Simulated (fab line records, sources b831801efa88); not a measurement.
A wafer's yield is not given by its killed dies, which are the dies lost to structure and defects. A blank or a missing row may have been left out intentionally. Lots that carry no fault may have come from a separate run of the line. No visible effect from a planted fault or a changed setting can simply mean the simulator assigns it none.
Problem report in the 8D (eight disciplines) form, filled by code ; flow gf180mcu ; the parts of the form that need people (team, actions taken, sign-off) are left out

## 1. PROBLEM STATEMENT
bias w at GF_M4_METAL_ETCH_16 reads a mean of 208.6 W on 2 wafers of 1 lot; wafers without a fault read 140.0 W with a standard deviation of 0.44. That is +99 or more standard deviations from the usual mean.
The step: etches the open film in Cl2/BCl3, stops on SiO2, target depth 627.5 nm, time 104.6 s.
The first sign was on wafer L870.1 at day 28 02:04, on rie metal-04. The record has a number at this step for 33 wafers belonging to 11 lots. The rule behind "out" and "out of limits": a value lying over 4 standard deviations away from the usual mean. The rest of the wafers with a number are treated as sound.

## 2. WHAT IT IS, AND WHAT IT ISN'T
question;is;is not
which readings at this step;bias w;chamber pressure mTorr, drypump motor current A, oes product au, throttle valve pct
which lots;L870;L858, L859, L860, L861, L862, L865, L867, L873, L880, L881
which wafers of those lots;L870.1, L870.4;L870.3
read on which tools;rie metal-04;rie metal-01, rie metal-03
when;from day 28 02:04;"up to then (22 sound wafers); but 9 sound wafers of L873, L880, L881 came after"

## 3. THE SUSPECTS, EACH WITH WHAT RULES IT OUT
Counting: a tool at a process step up to the reading stays a suspect if it ran every lot that is out. Sound lots after the first of them don't rule it out here, since some wafers of a struck lot are sound.
- pvd sputter-03 at GF_V3_SPUTTER_21 (material Ti, target thk 15 nm, time 80.02 s): kept. It ran the lot that is out, L870 (day 27 04:40); its last sound lot up to then is L862 (day 24 04:17).
- pvd sputter-03 at GF_M4_SPUTTER_04 (material TiN, target thk 50 nm, time 41.7 s): kept. It ran the lot that is out, L870 (day 27 05:32).
- rie metal-04 at GF_M4_METAL_ETCH_16 (etches the open film in Cl2/BCl3, stops on SiO2, target depth 627.5 nm, time 104.6 s): kept. It ran the lot that is out, L870 (day 28 02:04); its last sound lot up to then is L862 (day 25 04:00). Its own readings are out on those wafers: bias w.
- Within rie metal-04 at GF_M4_METAL_ETCH_16, the wafers that are out were processed in chamber 0 and their sound lot-mates in chamber 1.
pvd sputter-03 at GF_V3_SPUTTER_21, pvd sputter-03 at GF_M4_SPUTTER_04 and rie metal-04 at GF_M4_METAL_ETCH_16 are what is left after counting.

## 4. THE CAUSE (what the simulator had put in)
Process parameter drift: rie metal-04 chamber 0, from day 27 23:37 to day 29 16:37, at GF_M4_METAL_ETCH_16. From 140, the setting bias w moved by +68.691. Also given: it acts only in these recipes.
Counting leaves 3 suspects; this tool is one of them.

## 5. SEQUENCE OF EFFECTS, ordered by route
Each row: a reading whose mean over the struck wafers that have a number lies more than 3 standard deviations from the usual. Only readings for which the record gives a usual standard deviation are gone through. hours: the time from each lot's start at the first step in this table that gives one to its start at this step, as a median over the lots. sigmas: the change in usual standard deviations.
hours;step;reading;usual;on struck wafers;change;sigmas
0;GF_M4_METAL_ETCH_16;bias w;140.0 W;208.6;+68.6;+99 or more
0;GF_M4_STRIP_17;oes product au;0.558 a.u.;0.544;-0.014;-3.0
0;GF_M4_STRIP_17;strip time to endpoint s;7.89 s;7.52;-0.37;-7.4
Here are the process steps it includes:
- GF_M4_METAL_ETCH_16: etches the open film in Cl2/BCl3, stops on SiO2, target depth 627.5 nm, time 104.6 s.
- GF_M4_STRIP_17: strips in O2/N2.

## 6. HOW IT WOULD HAVE BEEN CAUGHT EARLIER
First out-of-limits reading in this record: day 28 02:04, which is 2 hours after fault onset at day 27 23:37.
